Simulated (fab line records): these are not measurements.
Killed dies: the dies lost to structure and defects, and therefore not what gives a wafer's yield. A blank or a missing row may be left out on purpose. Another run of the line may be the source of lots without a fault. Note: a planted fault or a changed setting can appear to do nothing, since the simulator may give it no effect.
Chamber matching || flow sfqLine || rieDiel-01 running SFQ_TRILAYER_I1_VIA_ETCH_VIA_ETCH_052: 4 sister chambers
The step etches SiO2 in CHF3, stops on Nb, target depth 260 nm. 4 wafers are shown with their chamber, then 7 later ones without.

== WAFERS WITH THEIR CHAMBER ==
{"wafer": "L892.6", "chamber": 0, "oesProductAu (a.u.)": 0.856}
{"wafer": "L893.1", "chamber": 1, "oesProductAu (a.u.)": 0.862}
{"wafer": "L901.1", "chamber": 2, "oesProductAu (a.u.)": 0.857}
{"wafer": "L901.4", "chamber": 3, "oesProductAu (a.u.)": 0.851}

== WAFERS MISSING THEIR CHAMBER ==
{"wafer": "L901.6", "oesProductAu (a.u.)": 0.850}
{"wafer": "L909.3", "oesProductAu (a.u.)": 0.848}
{"wafer": "L909.5", "oesProductAu (a.u.)": 0.852}
{"wafer": "L909.6", "oesProductAu (a.u.)": 0.863}
{"wafer": "L910.2", "oesProductAu (a.u.)": 0.860}
{"wafer": "L910.3", "oesProductAu (a.u.)": 0.862}
{"wafer": "L910.6", "oesProductAu (a.u.)": 0.859}

== WHICH CHAMBER EACH WENT THROUGH ==
{"wafer": "L901.6", "from the rows above": 3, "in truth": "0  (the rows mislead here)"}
{"wafer": "L909.3", "from the rows above": 3, "in truth": 3}
{"wafer": "L909.5", "from the rows above": "can't be placed: 3 or 0", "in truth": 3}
{"wafer": "L909.6", "from the rows above": 1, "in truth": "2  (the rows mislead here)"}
{"wafer": "L910.2", "from the rows above": "can't be placed: 1 or 2 or 0", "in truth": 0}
{"wafer": "L910.3", "from the rows above": 1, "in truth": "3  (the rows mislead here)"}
{"wafer": "L910.6", "from the rows above": "can't be placed: 2 or 0 or 1", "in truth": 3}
Correct placement for 1 of the 7. Cannot be placed on the basis of these rows: 3; the candidates contain the true chamber in 2. Placed wrongly: 3.
How it was worked out, from the rows above alone: a wafer's distance from a chamber is the root of the sum, over the readings, of the square of ((its reading less the chamber's mean) divided by the reading's scatter). If the next closest chamber is less than 2 further off than the closest, the wafer can't be placed; otherwise it belongs to the closest. For every chamber, the mean is computed from those of its wafers that are shown. The scatter (one wafer shown for each chamber): square how far every hidden wafer sits from the nearest shown wafer, average those squares and take the square root.
